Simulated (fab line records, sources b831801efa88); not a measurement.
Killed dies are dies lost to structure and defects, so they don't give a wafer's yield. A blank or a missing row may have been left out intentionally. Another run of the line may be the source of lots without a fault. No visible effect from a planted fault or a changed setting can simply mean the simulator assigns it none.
fab line records -- flow gf180mcu
record lots=14, wafers=42, last_day=34
route steps=602 shown NWELL@50 M2@362
lots that met no fault: taken from a fault-free run of the same line
start_h: start of the lot's first displayed wafer, in hours after the record's first day -- wait_h: hours from the lot's prior step to this one -- " identical to the entry in the row above -- L1.1+2: several wafers, shown together as one row -- - no value present, or no start provided -- * or withheld: withheld -- < > ~ a bound
route shown NAME@n: NAME is a module with steps in the file, n the number in the route of the first one -- usual: mean/standard deviation taken from wafers without a fault -- same: alike in all rows -- chamber/n: place in a boat -- sites: readings site by site -- _std_site: the standard deviation of these -- _edge_site: outer sites' mean less inner sites' -- radius_mm: for every site, how far away it sits from the centre of the wafer -- mask NAME#n: copy n -- behind: the most recent tool/chamber to have shaped the wafer -- hold: reason for holding the lot/hours on hold/outcome of the hold -- device: the transistor (n, p or np) that didn't switch -- end of line: the tests these same wafers got at the end of their route -- a step given without rows: its recipe and nothing more -- killed: dies lost to structure and defects at the first sort, not the wafer's yield -- map: per-die view of a wafer (x killed, . not killed, _ where there is no die)
set.NAME: the setting as run; set.NAME@STEP: as run at that earlier step -- model.NAME: the simulator's own value behind a step, which no gauge read
one table for each step of the route and one row for each wafer, over a sample of lots
services: a tool's chamber out of use, with start hour (start_h, from the record's first day; less than 0 if before it), hours out, and reason
## steps
# step GF_NWELL_IMPLANT_08
# recipe species=P, energy_kev=450, dose_cm2=1.5e+13, tilt_deg=0
# usual beam_energy_keV=450.01/0.13, faraday_current_uA=84.8/1.5
lot.wafer,tool,chamber,start_h,wait_h,beam_energy_keV,faraday_current_uA
L494.1,implanter-03,0,60.13,0.0,449.88,83.8
L494.4,implanter-03,0,60.13,0.0,449.81,82.1
L494.6,implanter-03,0,60.13,0.0,449.90,84.9
L495.1,implanter-02,0,66.87,0.0,449.98,84.2
L495.3,implanter-02,0,66.87,0.0,450.08,84.1
L495.6,implanter-02,0,66.87,0.0,450.15,83.7
L496.1,implanter-01,0,71.67,0.0,449.93,84.1
L496.3,implanter-01,0,71.67,0.0,450.18,83.4
L496.5,implanter-01,0,71.67,0.0,450.04,86.2
L497.2,implanter-03,0,76.29,0.0,449.99,85.3
L497.3,implanter-03,0,76.29,0.0,450.03,84.3
L497.5,implanter-03,0,76.29,0.0,449.89,85.2
L498.1,implanter-01,0,82.31,0.0,450.18,84.1
L498.3,implanter-01,0,82.31,0.0,450.14,87.8
L498.6,implanter-01,0,82.31,0.0,450.16,82.7
L502.1,implanter-03,0,105.41,0.0,449.95,87.8
L502.3,implanter-03,0,105.41,0.0,449.74,83.6
L502.4,implanter-03,0,105.41,0.0,449.89,85.0
L503.1,implanter-01,0,110.93,0.0,450.07,86.5
L503.2,implanter-01,0,110.93,0.0,449.86,82.4
L503.3,implanter-01,0,110.93,0.0,450.04,83.4
L504.2,implanter-01,0,113.79,0.0,450.01,83.9
L504.5,implanter-01,0,113.79,0.0,449.90,83.7
L504.6,implanter-01,0,113.79,0.0,449.97,84.7
L505.2,implanter-02,0,121.88,0.0,450.25,83.5
L505.3,implanter-02,0,121.88,0.0,450.09,84.0
L505.6,implanter-02,0,121.88,0.0,449.91,83.8
L506.1,implanter-03,0,127.51,0.0,450.04,85.2
L506.2,implanter-03,0,127.51,0.0,450.10,85.8
L506.3,implanter-03,0,127.51,0.0,449.95,86.6
L508.4,implanter-02,0,139.14,0.1,449.91,83.6
L508.5,implanter-02,0,139.14,0.1,449.89,84.8
L508.6,implanter-02,0,139.14,0.1,450.00,85.3
L512.1,implanter-02,0,160.46,0.0,493.13,84.2
L512.5,implanter-02,0,160.46,0.0,493.15,82.4
L512.6,implanter-02,0,160.46,0.0,492.99,84.7
L514.1,implanter-02,0,170.53,0.0,493.18,85.3
L514.2,implanter-02,0,170.53,0.0,493.18,85.0
L514.6,implanter-02,0,170.53,0.0,493.05,88.0
L516.2,implanter-03,0,182.08,0.0,450.01,85.9
L516.4,implanter-03,0,182.08,0.0,449.98,86.4
L516.6,implanter-03,0,182.08,0.0,449.99,83.2
# step GF_VT_IMPLANT_RS_MEAS_47
# recipe thk_meas_gauge=four-point-probe
# usual NWELL_RS=487.7/1.3
lot.wafer,tool,chamber,start_h,wait_h,NWELL_RS[ohm/sq]
L494.1,film_metro-03,-,162.90,0.1,490.1
L494.4,film_metro-03,-,162.90,0.1,488.2
L494.6,film_metro-03,-,162.90,0.1,490.5
L495.1,film_metro-03,-,172.07,0.1,487.8
L495.3,film_metro-03,-,172.07,0.1,488.3
L495.6,film_metro-03,-,172.07,0.1,486.9
L496.1,film_metro-03,-,179.09,0.1,488.5
L496.3,film_metro-03,-,179.09,0.1,488.7
L496.5,film_metro-03,-,179.09,0.1,487.7
L497.2,film_metro-01,-,183.31,0.1,486.7
L497.3,film_metro-01,-,183.31,0.1,488.2
L497.5,film_metro-01,-,183.31,0.1,488.0
L498.1,film_metro-01,-,190.36,0.1,488.2
L498.3,film_metro-01,-,190.36,0.1,488.4
L498.6,film_metro-01,-,190.36,0.1,488.0
L502.1,film_metro-03,-,220.61,0.1,487.2
L502.3,film_metro-03,-,220.61,0.1,486.2
L502.4,film_metro-03,-,220.61,0.1,486.4
L503.1,film_metro-03,-,227.77,0.1,487.8
L503.2,film_metro-03,-,227.77,0.1,488.2
L503.3,film_metro-03,-,227.77,0.1,487.7
L504.2,film_metro-01,-,229.71,0.1,488.0
L504.5,film_metro-01,-,229.71,0.1,487.8
L504.6,film_metro-01,-,229.71,0.1,486.8
L505.2,film_metro-03,-,239.01,0.1,486.2
L505.3,film_metro-03,-,239.01,0.1,486.9
L505.6,film_metro-03,-,239.01,0.1,487.5
L506.1,film_metro-03,-,247.56,0.1,488.5
L506.2,film_metro-03,-,247.56,0.1,489.4
L506.3,film_metro-03,-,247.56,0.1,489.5
L508.4,film_metro-03,-,262.32,0.1,486.9
L508.5,film_metro-03,-,262.32,0.1,487.1
L508.6,film_metro-03,-,262.32,0.1,485.2
L512.1,film_metro-01,-,288.95,0.1,479.3
L512.5,film_metro-01,-,288.95,0.1,479.3
L512.6,film_metro-01,-,288.95,0.1,479.2
L514.1,film_metro-01,-,299.74,0.1,479.2
L514.2,film_metro-01,-,299.74,0.1,478.6
L514.6,film_metro-01,-,299.74,0.1,479.4
L516.2,film_metro-01,-,315.58,0.1,486.5
L516.4,film_metro-01,-,315.58,0.1,486.3
L516.6,film_metro-01,-,315.58,0.1,486.1
# step GF_M2_SPUTTER_00
# recipe material=Ti, target_thk_nm=37.5, arriving_ion_energy_ev=80, substrate_temp_c=200, chamber_pressure_pa=2, power_w=4000, time_s=150
# usual throttle_valve_pct=29.8/0.96
lot.wafer,tool,chamber,start_h,wait_h,throttle_valve_pct
L494.1,pvd_sputter-02,-,423.29,0.2,29.0
L494.4,pvd_sputter-02,-,423.29,0.2,30.6
L494.6,pvd_sputter-02,-,423.29,0.2,30.0
L495.1,pvd_sputter-02,-,434.72,0.1,30.3
L495.3,pvd_sputter-02,-,434.72,0.1,29.2
L495.6,pvd_sputter-02,-,434.72,0.1,29.8
L496.1,pvd_sputter-03,-,443.17,0.2,29.9
L496.3,pvd_sputter-03,-,443.17,0.2,27.8
L496.5,pvd_sputter-03,-,443.17,0.2,27.9
L497.2,pvd_sputter-01,-,450.89,0.1,29.3
L497.3,pvd_sputter-01,-,450.89,0.1,30.6
L497.5,pvd_sputter-01,-,450.89,0.1,29.1
L498.1,pvd_sputter-03,-,459.85,0.1,29.7
L498.3,pvd_sputter-03,-,459.85,0.1,27.8
L498.6,pvd_sputter-03,-,459.85,0.1,30.2
L502.1,pvd_sputter-02,-,500.08,0.1,30.8
L502.3,pvd_sputter-02,-,500.08,0.1,29.9
L502.4,pvd_sputter-02,-,500.08,0.1,29.3
L503.1,pvd_sputter-01,-,510.14,0.1,29.3
L503.2,pvd_sputter-01,-,510.14,0.1,30.7
L503.3,pvd_sputter-01,-,510.14,0.1,29.2
L504.2,pvd_sputter-01,-,512.92,0.1,28.6
L504.5,pvd_sputter-01,-,512.92,0.1,28.8
L504.6,pvd_sputter-01,-,512.92,0.1,30.7
L505.2,pvd_sputter-01,-,521.41,0.2,28.9
L505.3,pvd_sputter-01,-,521.41,0.2,29.0
L505.6,pvd_sputter-01,-,521.41,0.2,29.1
L506.1,pvd_sputter-02,-,535.20,0.2,28.6
L506.2,pvd_sputter-02,-,535.20,0.2,28.8
L506.3,pvd_sputter-02,-,535.20,0.2,29.9
L508.4,pvd_sputter-02,-,549.30,0.2,28.9
L508.5,pvd_sputter-02,-,549.30,0.2,29.1
L508.6,pvd_sputter-02,-,549.30,0.2,30.6
L512.1,pvd_sputter-01,-,578.48,0.1,29.3
L512.5,pvd_sputter-01,-,578.48,0.1,30.4
L512.6,pvd_sputter-01,-,578.48,0.1,29.1
L514.1,pvd_sputter-01,-,593.45,0.2,29.2
L514.2,pvd_sputter-01,-,593.45,0.2,28.9
L514.6,pvd_sputter-01,-,593.45,0.2,28.8
L516.2,pvd_sputter-02,-,609.67,0.2,29.3
L516.4,pvd_sputter-02,-,609.67,0.2,29.7
L516.6,pvd_sputter-02,-,609.67,0.2,29.1
# step GF_M2_SPUTTER_01
# recipe material=TiN, target_thk_nm=30, power_w=6500, time_s=25, chamber_pressure_pa=0.4
# usual throttle_valve_pct=29.8/0.94
lot.wafer,tool,chamber,start_h,wait_h,throttle_valve_pct
L494.1,pvd_sputter-02,-,423.39,0.1,29.0
L494.4,pvd_sputter-02,-,423.39,0.1,30.9
L494.6,pvd_sputter-02,-,423.39,0.1,30.2
L495.1,pvd_sputter-02,-,434.82,0.1,30.5
L495.3,pvd_sputter-02,-,434.82,0.1,29.2
L495.6,pvd_sputter-02,-,434.82,0.1,29.7
L496.1,pvd_sputter-03,-,443.27,0.1,30.1
L496.3,pvd_sputter-03,-,443.27,0.1,28.2
L496.5,pvd_sputter-03,-,443.27,0.1,28.0
L497.2,pvd_sputter-01,-,450.99,0.1,29.3
L497.3,pvd_sputter-01,-,450.99,0.1,30.6
L497.5,pvd_sputter-01,-,450.99,0.1,29.0
L498.1,pvd_sputter-03,-,459.95,0.1,29.8
L498.3,pvd_sputter-03,-,459.95,0.1,28.0
L498.6,pvd_sputter-03,-,459.95,0.1,29.7
L502.1,pvd_sputter-02,-,500.18,0.1,30.5
L502.3,pvd_sputter-02,-,500.18,0.1,30.0
L502.4,pvd_sputter-02,-,500.18,0.1,29.1
L503.1,pvd_sputter-01,-,510.24,0.1,29.1
L503.2,pvd_sputter-01,-,510.24,0.1,30.8
L503.3,pvd_sputter-01,-,510.24,0.1,29.0
L504.2,pvd_sputter-01,-,513.02,0.1,29.1
L504.5,pvd_sputter-01,-,513.02,0.1,29.3
L504.6,pvd_sputter-01,-,513.02,0.1,30.7
L505.2,pvd_sputter-01,-,521.51,0.1,29.2
L505.3,pvd_sputter-01,-,521.51,0.1,29.2
L505.6,pvd_sputter-01,-,521.51,0.1,28.8
L506.1,pvd_sputter-02,-,535.30,0.1,28.9
L506.2,pvd_sputter-02,-,535.30,0.1,28.8
L506.3,pvd_sputter-02,-,535.30,0.1,30.0
L508.4,pvd_sputter-02,-,549.40,0.1,29.3
L508.5,pvd_sputter-02,-,549.40,0.1,29.1
L508.6,pvd_sputter-02,-,549.40,0.1,30.5
L512.1,pvd_sputter-01,-,578.58,0.1,28.8
L512.5,pvd_sputter-01,-,578.58,0.1,30.5
L512.6,pvd_sputter-01,-,578.58,0.1,29.0
L514.1,pvd_sputter-01,-,593.55,0.1,29.2
L514.2,pvd_sputter-01,-,593.55,0.1,28.8
L514.6,pvd_sputter-01,-,593.55,0.1,29.1
L516.2,pvd_sputter-02,-,609.77,0.1,29.1
L516.4,pvd_sputter-02,-,609.77,0.1,29.9
L516.6,pvd_sputter-02,-,609.77,0.1,29.2
# step GF_M2_SPUTTER_03
# recipe material=Ti, target_thk_nm=10, substrate_temp_c=300, chamber_pressure_pa=0.3, power_w=3000, time_s=6.7
# usual throttle_valve_pct=29.8/0.95
lot.wafer,tool,chamber,start_h,wait_h,throttle_valve_pct
L494.1,pvd_sputter-02,-,423.45,0.0,28.8
L494.4,pvd_sputter-02,-,423.45,0.0,30.7
L494.6,pvd_sputter-02,-,423.45,0.0,29.9
L495.1,pvd_sputter-02,-,434.88,0.0,30.3
L495.3,pvd_sputter-02,-,434.88,0.0,28.9
L495.6,pvd_sputter-02,-,434.88,0.0,30.0
L496.1,pvd_sputter-03,-,443.33,0.0,29.9
L496.3,pvd_sputter-03,-,443.33,0.0,28.0
L496.5,pvd_sputter-03,-,443.33,0.0,28.0
L497.2,pvd_sputter-01,-,451.05,0.0,29.2
L497.3,pvd_sputter-01,-,451.05,0.0,30.6
L497.5,pvd_sputter-01,-,451.05,0.0,29.1
L498.1,pvd_sputter-03,-,460.02,0.0,29.9
L498.3,pvd_sputter-03,-,460.02,0.0,27.7
L498.6,pvd_sputter-03,-,460.02,0.0,29.7
L502.1,pvd_sputter-02,-,500.24,0.0,30.7
L502.3,pvd_sputter-02,-,500.24,0.0,30.0
L502.4,pvd_sputter-02,-,500.24,0.0,28.7
L503.1,pvd_sputter-01,-,510.30,0.0,29.1
L503.2,pvd_sputter-01,-,510.30,0.0,30.6
L503.3,pvd_sputter-01,-,510.30,0.0,29.1
L504.2,pvd_sputter-01,-,513.08,0.0,28.9
L504.5,pvd_sputter-01,-,513.08,0.0,29.2
L504.6,pvd_sputter-01,-,513.08,0.0,30.5
L505.2,pvd_sputter-01,-,521.57,0.0,28.9
L505.3,pvd_sputter-01,-,521.57,0.0,29.2
L505.6,pvd_sputter-01,-,521.57,0.0,29.0
L506.1,pvd_sputter-02,-,535.36,0.0,28.7
L506.2,pvd_sputter-02,-,535.36,0.0,29.1
L506.3,pvd_sputter-02,-,535.36,0.0,30.1
L508.4,pvd_sputter-02,-,549.46,0.0,28.9
L508.5,pvd_sputter-02,-,549.46,0.0,28.9
L508.6,pvd_sputter-02,-,549.46,0.0,30.4
L512.1,pvd_sputter-01,-,578.64,0.0,29.0
L512.5,pvd_sputter-01,-,578.64,0.0,30.2
L512.6,pvd_sputter-01,-,578.64,0.0,29.1
L514.1,pvd_sputter-01,-,593.61,0.0,29.0
L514.2,pvd_sputter-01,-,593.61,0.0,28.9
L514.6,pvd_sputter-01,-,593.61,0.0,29.1
L516.2,pvd_sputter-02,-,609.83,0.0,29.0
L516.4,pvd_sputter-02,-,609.83,0.0,29.9
L516.6,pvd_sputter-02,-,609.83,0.0,29.1
## services
tool,chamber,start_h,hours,kind
implanter-03,-,36.48,1.8,repair
pvd_sputter-01,-,50.67,3.4,repair
implanter-02,-,55.62,6.2,repair
implanter-02,-,74.86,2.7,pm
pvd_sputter-01,-,77.11,0.9,repair
pvd_sputter-02,-,81.61,1.8,repair
implanter-02,-,140.71,4.2,pm
pvd_sputter-01,-,180.42,1.0,repair
pvd_sputter-03,-,182.99,4.1,repair
implanter-03,-,193.77,0.7,repair
pvd_sputter-03,-,206.73,5.2,repair
implanter-02,-,209.79,12.2,repair
implanter-02,-,226.64,1.8,repair
implanter-02,-,262.82,0.5,repair
implanter-03,-,269.16,44.1,repair
implanter-03,-,295.48,9.5,repair
pvd_sputter-01,-,316.70,1.0,repair
implanter-03,-,328.87,1.4,repair
implanter-02,-,348.62,0.8,repair
implanter-02,-,360.58,3.7,repair
implanter-03,-,364.85,3.9,pm
implanter-03,-,372.34,3.9,repair
implanter-03,-,382.29,2.3,repair
pvd_sputter-03,-,427.30,15.2,repair
## key
first_sign step=GF_NWELL_IMPLANT_08, reading=beam_energy_keV, direction=up, sigmas=99+, usual=450.01, struck=493.11
effect step=GF_VT_IMPLANT_RS_MEAS_47, reading=NWELL_RS, direction=down, sigmas=6.7, usual=487.7, struck=479.2
met_at GF_NWELL_IMPLANT_08
struck_lots L512,L514
tester_left_out L512,L514
not_acting_at GF_M2_SPUTTER_00,GF_M2_SPUTTER_01,GF_M2_SPUTTER_03
onset_between 139.14 160.46
fault kind=process_parameter_drift, tool=implanter-02, chamber=-, onset_h=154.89, steps=GF_NWELL_IMPLANT_08, channel=energy_kev, offset=43.216, shape=step, end_h=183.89, acts_in=these_recipes_only, stated=450
# tester_left_out: of these lots the tester's yield and bins aren't shown, on N5 and GAA mostly nor the transistor test; their killed dies are dies lost to structure and defects alone, not to doping, threshold or leakage, so they don't give the yield
